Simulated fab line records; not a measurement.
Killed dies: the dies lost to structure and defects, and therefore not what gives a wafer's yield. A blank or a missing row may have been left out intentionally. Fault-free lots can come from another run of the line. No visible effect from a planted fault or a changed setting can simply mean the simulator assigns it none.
fab line records	flow sfq_line
record: lots: 15	wafers: 45	last_day: 92
route steps=325 shown L0@5 I3@134 I4@166
lots that met no fault: from a run of the same line without faults
start_h: hours from the record's opening day to when the first of the lot's shown wafers began	wait_h: how many hours have passed since the lot's step before this one	" unchanged from the row above	L1.1+2: a row that stands for several wafers	- no value, or no start given	* or withheld: withheld	< > ~ a bound
route shown NAME@n: a module of which the file shows steps, and the number in the route of the first	usual: average and standard deviation across the fault-free wafers	same: alike in all rows	chamber/n: place in a boat	sites: the reading at each site	_std_site: their standard deviation	_edge_site: inner sites' mean taken away from outer sites' mean	radius_mm: for every site, how far away it sits from the centre of the wafer	mask NAME#n: copy n	behind: the last tool/chamber to shape the wafer	hold: why the lot went on hold/how many hours it stayed there/how the hold came to an end	device: transistor that didn't switch, given as n, p or np	end of line: the route-end tests of the same wafers	a step without rows: its recipe alone	killed: dies lost to structure and defects at the first sort, not the wafer's yield	map: dies across one wafer; x = killed, . = not, _ = none there
set.NAME: the setting that was run; set.NAME@STEP: the one run at that earlier step	model.NAME: the simulator's own value behind a step, which no gauge read
a sample of lots followed through the steps of the route, with each step as a table and each wafer as a row
services: from which hour (start_h, from the record's first day; less than 0 if before it) a tool's chamber was out of use, for how many hours, and why
== steps ==
step: SFQ_L0_THK_MEAS_902
recipe: thk_meas_gauge: xrf	reads: MoNx_KI_of_TRILAYER_L0_DEP_SPUTTER_003
usual: L0_MONX_KI_THK: 39.4/0.45
lot.wafer	tool	chamber	start_h	wait_h	L0_MONX_KI_THK[nm]
L884.3	film_metro-01	-	17.70	0.1	39.5
L884.4	"	-	"	"	40.3
L884.6	"	-	"	"	39.3
L885.2	film_metro-04	-	22.69	0.1	39.9
L885.3	"	-	"	"	39.4
L885.4	"	-	"	"	39.3
L886.1	film_metro-03	-	27.68	0.1	38.9
L886.3	"	-	"	"	38.5
L886.4	"	-	"	"	38.6
L887.2	film_metro-04	-	32.69	0.1	39.9
L887.3	"	-	"	"	39.8
L887.4	"	-	"	"	39.8
L894.2	film_metro-04	-	67.69	0.1	39.4
L894.3	"	-	"	"	39.5
L894.5	"	-	"	"	39.6
L895.3	film_metro-03	-	72.70	0.1	39.3
L895.4	"	-	"	"	39.7
L895.6	"	-	"	"	39.4
L897.2	film_metro-03	-	82.69	0.1	39.2
L897.5	"	-	"	"	38.6
L897.6	"	-	"	"	39.2
L898.2	film_metro-04	-	87.69	0.1	39.6
L898.3	"	-	"	"	39.3
L898.4	"	-	"	"	39.8
L900.2	film_metro-04	-	97.69	0.1	39.4
L900.5	"	-	"	"	38.9
L900.6	"	-	"	"	38.8
L901.3	film_metro-04	-	102.70	0.1	39.1
L901.4	"	-	"	"	39.2
L901.6	"	-	"	"	39.7
L902.1	film_metro-04	-	107.68	0.1	39.7
L902.5	"	-	"	"	39.5
L902.6	"	-	"	"	38.8
L903.2	film_metro-01	-	112.69	0.1	39.6
L903.3	"	-	"	"	39.6
L903.5	"	-	"	"	40.0
L904.2	film_metro-01	-	117.69	0.1	39.1
L904.4	"	-	"	"	39.2
L904.6	"	-	"	"	40.1
L905.1	film_metro-01	-	122.69	0.1	38.3
L905.2	"	-	"	"	39.3
L905.6	"	-	"	"	38.3
L906.1	film_metro-01	-	127.68	0.1	39.6
L906.2	"	-	"	"	39.1
L906.6	"	-	"	"	40.0
step: SFQ_TRILAYER_L0_ETCH_METAL_ETCH_008
recipe: target: MoNx_KI	stop_on: SiO2	mask_material: PR	chemistry: SF6/O2	target_depth_nm: 50	icp_w: 600	bias_w: 80	pressure_mtorr: 10	time_s: 25
usual: drypump_motor_current_A: 5.4/0.35	oes_product_au: 0.873/0.0067
lot.wafer	tool	chamber	start_h	wait_h	drypump_motor_current_A	oes_product_au	rf_hours_counter_h
L884.3	rie_metal-01	1	85.36	0.0	5.4	0.873	-
L884.4	"	0	"	"	5.8	0.888	-
L884.6	"	1	"	"	5.4	0.875	-
L885.2	rie_metal-01	1	90.96	0.0	5.4	0.884	57
L885.3	"	1	"	"	5.4	0.872	-
L885.4	"	0	"	"	5.8	0.881	-
L886.1	rie_metal-01	1	94.56	0.0	5.4	0.864	58
L886.3	"	1	"	"	5.4	0.856	-
L886.4	"	0	"	"	5.9	0.864	-
L887.2	rie_metal-02	0	101.76	0.0	5.7	0.876	127
L887.3	"	1	"	"	4.7	0.870	-
L887.4	"	0	"	"	5.6	0.879	-
L894.2	rie_metal-02	1	148.58	0.0	4.7	0.877	164
L894.3	"	0	"	"	5.7	0.871	-
L894.5	"	0	"	"	5.7	0.876	-
L895.3	rie_metal-02	0	154.60	0.0	5.6	0.865	-
L895.4	"	1	"	"	4.7	0.881	-
L895.6	"	1	"	"	4.7	0.874	-
L897.2	rie_metal-03	1	167.78	0.0	5.5	0.871	106
L897.5	"	0	"	"	5.2	0.867	-
L897.6	"	1	"	"	5.5	0.861	-
L898.2	rie_metal-02	0	172.58	0.0	5.6	0.878	138
L898.3	"	1	"	"	4.7	0.863	-
L898.4	"	0	"	"	5.6	0.871	-
L900.2	rie_metal-01	1	183.38	0.0	5.4	0.865	74
L900.5	"	1	"	"	5.4	0.878	-
L900.6	"	0	"	"	5.8	0.867	-
L901.3	rie_metal-02	0	189.40	0.0	5.6	0.874	-
L901.4	"	1	"	"	4.7	0.881	-
L901.6	"	0	"	"	5.6	0.877	-
L902.1	rie_metal-03	0	197.78	0.0	5.2	0.880	192
L902.5	"	1	"	"	5.5	0.872	-
L902.6	"	0	"	"	5.2	0.867	-
L903.2	rie_metal-03	1	202.58	0.0	5.5	0.878	114
L903.3	"	1	"	"	5.5	0.872	-
L903.5	"	1	"	"	5.5	0.876	-
L904.2	rie_metal-03	0	207.38	0.0	5.2	0.868	194
L904.4	"	0	"	"	5.3	0.865	-
L904.6	"	1	"	"	5.5	0.875	-
L905.1	rie_metal-02	1	213.38	0.0	4.7	0.856	176
L905.2	"	0	"	"	5.7	0.875	146
L905.6	"	1	"	"	4.7	0.860	-
L906.1	rie_metal-03	0	219.38	0.0	5.3	0.874	196
L906.2	"	1	"	"	5.5	0.867	118
L906.6	"	0	"	"	5.3	0.873	-
step: SFQ_TRILAYER_I3_CMP_CMP_082
recipe: material: SiO2	down_force_psi: 3	platen_rpm: 60	pad_velocity_m_s: 0.94248
usual: edge_zone_pressure_frac: 1.000/0.0049	head_pressure_psi: 2.999/0.0065	motor_current_A: 9.6/0.58	time_to_endpoint_s: 213/7.1
lot.wafer	tool	chamber	start_h	wait_h	edge_zone_pressure_frac	head_pressure_psi	motor_current_A	time_to_endpoint_s
L884.4	cmp-01	2	708.11	1.8	1.007	3.002	9.4	215
L884.3	"	1	709.61	3.3	0.993	2.993	8.9	219
L884.6	"	2	"	"	1.005	3.003	9.2	223
L885.2	cmp-01	1	759.84	0.4	-	-	-	-
L885.4	"	2	"	"	-	-	-	-
L885.3	"	0	761.34	1.9	-	-	-	-
L886.3	cmp-01	3	762.84	1.6	-	-	-	-
L886.1	"	0	"	"	-	-	-	-
L886.4	"	1	"	"	-	-	-	-
L887.4	cmp-01	1	765.84	3.9	-	-	-	-
L887.2	"	3	766.84	5.0	-	-	-	-
L887.3	"	0	"	"	-	-	-	-
L894.3	cmp-01	3	918.37	48.8	1.001	2.996	10.3	207
L894.2	"	0	"	"	0.999	2.992	8.5	220
L894.5	"	3	920.37	50.7	1.001	2.998	10.0	211
L895.3	cmp-01	3	939.87	36.2	0.998	3.000	11.1	199
L895.4	"	0	"	"	1.002	3.001	8.8	215
L895.6	"	3	941.87	38.2	1.000	3.000	10.2	216
L897.2	cmp-01	1	946.37	36.7	1.002	2.988	8.9	196
L897.5	"	0	947.87	38.2	0.997	3.004	8.7	204
L897.6	"	1	"	"	0.997	3.006	9.7	212
L898.4	cmp-01	0	949.37	31.2	1.003	2.996	8.6	218
L898.3	"	1	"	"	1.006	3.000	9.1	200
L898.2	"	2	"	"	0.991	3.004	9.3	212
L900.2	cmp-01	3	955.37	31.6	1.000	2.996	10.3	200
L900.5	"	2	956.87	33.1	0.999	2.999	9.0	201
L900.6	"	3	"	"	1.001	2.996	10.2	206
L901.4	cmp-02	1	958.96	31.6	0.995	2.994	9.6	209
L901.3	"	2	"	"	0.997	3.002	9.9	213
L901.6	"	1	960.96	33.6	1.003	2.993	9.9	218
L902.1	cmp-02	2	961.46	26.0	0.999	2.999	9.3	210
L902.5	"	2	963.46	28.0	0.996	3.007	9.3	218
L902.6	"	3	"	"	0.999	3.005	9.5	203
L903.2	cmp-01	2	964.37	26.6	0.993	2.992	9.0	211
L903.3	"	3	"	"	1.005	2.992	10.3	204
L903.5	"	2	966.37	28.5	0.997	3.003	9.6	213
L904.2	cmp-01	2	969.87	24.6	0.998	2.997	9.6	213
L904.4	"	3	"	"	0.992	3.002	10.1	214
L904.6	"	2	971.87	26.6	1.002	2.998	9.3	220
L905.1	cmp-02	3	973.96	13.8	1.008	3.005	10.0	216
L905.2	"	0	"	"	1.003	2.997	10.3	216
L905.6	"	2	975.46	15.3	0.992	3.003	9.9	217
L906.2	cmp-02	0	1004.84	0.5	0.994	2.996	10.1	208
L906.1	"	1	"	"	0.994	2.996	10.5	192
L906.6	"	3	1006.34	2.0	1.004	3.000	9.9	202
step: SFQ_TRILAYER_I3_METRO_MEASURE_083
usual: thk_nm: 200.0/0.96
lot.wafer	tool	chamber	start_h	wait_h	thk_nm
L884.3	film_metro-03	-	711.63	0.5	200.2
L884.4	"	-	"	"	200.1
L884.6	"	-	"	"	199.8
L885.2	film_metro-04	-	763.16	0.3	493.7
L885.3	"	-	"	"	510.7
L885.4	"	-	"	"	502.7
L886.1	film_metro-04	-	765.96	0.1	495.9
L886.3	"	-	"	"	501.4
L886.4	"	-	"	"	507.0
L887.2	film_metro-03	-	769.16	0.3	497.5
L887.3	"	-	"	"	508.8
L887.4	"	-	"	"	502.1
L894.2	film_metro-01	-	921.19	0.3	199.7
L894.3	"	-	"	"	198.8
L894.5	"	-	"	"	198.9
L895.3	film_metro-04	-	943.39	0.5	199.8
L895.4	"	-	"	"	202.2
L895.6	"	-	"	"	200.8
L897.2	film_metro-01	-	949.19	0.3	198.5
L897.5	"	-	"	"	200.2
L897.6	"	-	"	"	198.3
L898.2	film_metro-03	-	952.19	0.3	198.8
L898.3	"	-	"	"	198.3
L898.4	"	-	"	"	200.6
L900.2	film_metro-04	-	958.19	0.3	199.6
L900.5	"	-	"	"	199.6
L900.6	"	-	"	"	199.8
L901.3	film_metro-01	-	961.98	0.5	201.8
L901.4	"	-	"	"	199.5
L901.6	"	-	"	"	200.0
L902.1	film_metro-03	-	964.58	0.1	200.7
L902.5	"	-	"	"	200.6
L902.6	"	-	"	"	200.1
L903.2	film_metro-04	-	967.19	0.3	199.6
L903.3	"	-	"	"	198.4
L903.5	"	-	"	"	201.2
L904.2	film_metro-01	-	973.19	0.3	200.7
L904.4	"	-	"	"	200.4
L904.6	"	-	"	"	200.1
L905.1	film_metro-04	-	976.58	0.1	200.8
L905.2	"	-	"	"	200.4
L905.6	"	-	"	"	200.1
L906.1	film_metro-04	-	1007.46	0.1	198.2
L906.2	"	-	"	"	200.6
L906.6	"	-	"	"	199.6
step: SFQ_TRILAYER_I3_VIA_ETCH_VIA_ETCH_088
recipe: target: SiO2	stop_on: Nb	mask_material: PR	taper_deg: 20	chemistry: CHF3	target_depth_nm: 260	source_w: 500	bias_w: 80	pressure_mtorr: 30	time_s: withheld
usual: drypump_motor_current_A: 5.9/0.55	oes_product_au: 0.854/0.005
lot.wafer	tool	chamber	start_h	wait_h	drypump_motor_current_A	oes_product_au
L884.3	rie_diel-04	1	855.39	0.0	6.4	0.854
L884.4	"	2	"	"	6.2	0.853
L884.6	"	3	"	"	5.8	0.848
L885.2	rie_diel-03	2	894.38	0.0	5.7	1.609
L885.3	"	3	"	"	6.7	1.640
L885.4	"	1	"	"	5.7	1.634
L886.1	rie_diel-04	3	897.93	0.0	5.7	1.580
L886.3	"	2	"	"	6.3	1.635
L886.4	"	1	"	"	6.4	1.598
L887.2	rie_diel-03	2	900.33	0.0	5.8	1.633
L887.3	"	0	"	"	6.3	1.622
L887.4	"	1	"	"	5.7	1.630
L894.2	rie_diel-03	3	1058.04	0.0	6.7	0.854
L894.3	"	1	"	"	5.7	0.849
L894.5	"	0	"	"	6.4	0.848
L895.3	rie_diel-04	1	1087.09	0.0	6.4	0.853
L895.4	"	3	"	"	5.8	0.854
L895.6	"	1	"	"	6.4	0.859
L897.2	rie_diel-04	3	1095.49	0.0	5.8	0.852
L897.5	"	0	"	"	5.2	0.852
L897.6	"	3	"	"	5.8	0.851
L898.2	rie_diel-02	0	1100.41	0.0	5.0	0.852
L898.3	"	2	"	"	6.7	0.847
L898.4	"	1	"	"	5.7	0.859
L900.2	rie_diel-04	0	1110.14	0.0	5.2	0.866
L900.5	"	3	"	"	5.8	0.850
L900.6	"	1	"	"	6.4	0.848
L901.3	rie_diel-03	3	1114.94	0.0	6.7	0.857
L901.4	"	2	"	"	5.7	0.849
L901.6	"	0	"	"	6.4	0.858
L902.1	rie_diel-04	1	1118.54	0.0	6.4	0.853
L902.5	"	1	"	"	6.4	0.860
L902.6	"	3	"	"	5.7	0.850
L903.2	rie_diel-02	2	1122.14	0.0	6.7	0.852
L903.3	"	3	"	"	5.5	0.847
L903.5	"	1	"	"	5.8	0.851
L904.2	rie_diel-02	3	1128.14	0.0	5.6	0.854
L904.4	"	1	"	"	5.8	0.857
L904.6	"	2	"	"	6.7	0.850
L905.1	rie_diel-04	0	1132.94	0.0	5.2	0.865
L905.2	"	1	"	"	6.4	0.850
L905.6	"	1	"	"	6.4	0.858
L906.1	rie_diel-02	2	1153.34	0.0	6.7	0.847
L906.2	"	0	"	"	5.1	0.852
L906.6	"	2	"	"	6.7	0.855
step: SFQ_TRILAYER_I4_METRO_MEASURE_101
usual: thk_nm: 200.0/1
lot.wafer	tool	chamber	start_h	wait_h	thk_nm
L884.3	film_metro-04	-	995.12	0.5	199.3
L884.4	"	-	"	"	198.4
L884.6	"	-	"	"	199.4
L885.2	film_metro-04	-	1043.71	0.3	200.2
L885.3	"	-	"	"	199.8
L885.4	"	-	"	"	200.6
L886.1	film_metro-03	-	1049.51	0.1	199.9
L886.3	"	-	"	"	200.0
L886.4	"	-	"	"	200.0
L887.2	film_metro-02	-	1052.71	0.3	200.2
L887.3	"	-	"	"	198.9
L887.4	"	-	"	"	199.3
L894.2	film_metro-03	-	1083.28	0.3	201.5
L894.3	"	-	"	"	201.8
L894.5	"	-	"	"	200.9
L895.3	film_metro-03	-	1108.51	0.5	202.2
L895.4	"	-	"	"	200.5
L895.6	"	-	"	"	202.0
L897.2	film_metro-02	-	1117.73	0.3	199.6
L897.5	"	-	"	"	200.0
L897.6	"	-	"	"	199.0
L898.2	film_metro-03	-	1121.71	0.3	199.9
L898.3	"	-	"	"	199.6
L898.4	"	-	"	"	200.8
L900.2	film_metro-03	-	1127.91	0.3	202.6
L900.5	"	-	"	"	200.5
L900.6	"	-	"	"	201.6
L901.3	film_metro-04	-	1131.11	0.5	200.8
L901.4	"	-	"	"	200.8
L901.6	"	-	"	"	199.4
L902.1	film_metro-03	-	1136.51	0.1	198.0
L902.5	"	-	"	"	198.9
L902.6	"	-	"	"	199.8
L903.2	film_metro-04	-	1136.91	0.3	199.6
L903.3	"	-	"	"	200.6
L903.5	"	-	"	"	202.0
L904.2	film_metro-02	-	1142.91	0.3	199.5
L904.4	"	-	"	"	200.7
L904.6	"	-	"	"	201.3
L905.1	film_metro-03	-	1148.51	0.1	199.7
L905.2	"	-	"	"	200.0
L905.6	"	-	"	"	198.7
L906.1	film_metro-04	-	1167.11	0.1	201.6
L906.2	"	-	"	"	200.5
L906.6	"	-	"	"	200.1
== services ==
tool	chamber	start_h	hours	kind
cmp-01	-	71.39	6.5	repair
cmp-01	-	80.93	5.0	pm
cmp-01	-	97.90	4.0	pm
cmp-01	-	102.35	0.3	repair
film_metro-04	-	132.16	9.8	pm
film_metro-03	-	134.63	0.7	pm
film_metro-04	-	141.93	0.5	pm
cmp-01	-	148.14	2.4	repair
film_metro-04	-	174.54	4.5	pm
film_metro-03	-	182.41	0.4	pm
film_metro-04	-	293.39	0.8	pm
film_metro-04	-	377.60	0.3	pm
film_metro-04	-	419.63	0.5	pm
film_metro-04	-	451.47	0.7	pm
film_metro-04	-	528.00	2.1	pm
film_metro-04	-	538.16	0.2	pm
film_metro-04	-	622.60	1.5	pm
film_metro-04	-	664.54	0.6	pm
film_metro-04	-	784.38	1.6	pm
film_metro-04	-	867.60	2.1	pm
film_metro-04	-	910.19	1.3	pm
film_metro-04	-	1028.16	0.4	pm
film_metro-04	-	1113.71	0.3	pm
film_metro-04	-	1154.54	0.5	pm
== key ==
first_sign: step: SFQ_TRILAYER_I3_CMP_CMP_082	reading: tool_record	direction: missing
effect: step: SFQ_TRILAYER_I3_METRO_MEASURE_083	reading: thk_nm	direction: up	sigmas: 99+	usual: 200.0	struck: 502.2
effect: step: SFQ_TRILAYER_I3_VIA_ETCH_VIA_ETCH_088	reading: oes_product_au	direction: up	sigmas: 99+	usual: 0.854	struck: 1.620
met_at SFQ_TRILAYER_I3_CMP_CMP_082
struck_lots L885,L886,L887
not_acting_at SFQ_L0_THK_MEAS_902,SFQ_TRILAYER_L0_ETCH_METAL_ETCH_008,SFQ_TRILAYER_I4_METRO_MEASURE_101
onset_between 708.11 759.84
fault: kind: skipped_step_whole	tool: cmp-01	chamber: -	onset_h: 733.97	steps: SFQ_TRILAYER_I3_CMP_CMP_082	scope: struck_lots_only
